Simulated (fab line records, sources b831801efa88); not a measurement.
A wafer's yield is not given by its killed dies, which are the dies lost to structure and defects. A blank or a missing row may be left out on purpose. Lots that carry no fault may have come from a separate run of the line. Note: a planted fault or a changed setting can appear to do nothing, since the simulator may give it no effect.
The same fault as seen by 2 desks :: flow sfq line :: each desk holds nothing but its own numbers, with what lay behind them at the end

## FROM THE METROLOGY DESK
What the gauges read for every lot (on any tool): the sampled wafers with a number, averaged. A lot is out of limits, marked OUT, if its mean lies more than 4 standard deviations from the usual mean; the brackets give that distance.
Columns: A = M4_NB_RS at SFQ_M4_RS_MEAS_924, usual 0.888 ohm/sq; B = M4_OVL at SFQ_M4_OVL_MEAS_926, usual 2 nm
lot: L944
first seen here: day 38 03:08
A: 0.893
B: 7

lot: L948
first seen here: day 45 13:20
A: 0.864
B: 16

lot: L951
first seen here: day 46 20:22
A: 0.895
B: 9

lot: L953
first seen here: day 47 12:40
A: 0.900
B: -2

lot: L954
first seen here: day 52 06:07
A: 0.885
B: -4
This desk's verdict: no lot among the 5 shows anything out of limits.

## AT THE TOOL OWNER'S DESK: rie metal-04
The tool's own readings at SFQ_TRILAYER_M4_ETCH_METAL_ETCH_096 (etches Nb in Cl2/Ar, stops on SiO2, target depth 240 nm, time 120 s): means of the sampled wafers that have a number, for each lot that ran on this tool. A lot is out of limits, marked OUT, if its mean lies more than 4 standard deviations from the usual mean; the brackets give that distance.
Columns: A = chamber pressure mTorr at SFQ_TRILAYER_M4_ETCH_METAL_ETCH_096, usual 9.999 mTorr; B = drypump motor current A at SFQ_TRILAYER_M4_ETCH_METAL_ETCH_096, usual 5.8 A; C = oes product au at SFQ_TRILAYER_M4_ETCH_METAL_ETCH_096, usual 0.896 a.u.; D = rf fwd power W at SFQ_TRILAYER_M4_ETCH_METAL_ETCH_096, usual 597.3 W
lot: L948
first seen here: day 45 17:02
A: 10.008
B: 5.8
C: 0.911
D: 597.6

lot: L951
first seen here: day 47 10:29
A: 9.999
B: 5.8
C: 0.886
D: 595.2
This desk's verdict: no lot among the 2 shows anything out of limits.

## ALL TOGETHER
Metrology desk: nothing out of limits seen.
The tool owner's desk saw nothing out of limits.

## WHAT THE SIMULATOR PUT IN
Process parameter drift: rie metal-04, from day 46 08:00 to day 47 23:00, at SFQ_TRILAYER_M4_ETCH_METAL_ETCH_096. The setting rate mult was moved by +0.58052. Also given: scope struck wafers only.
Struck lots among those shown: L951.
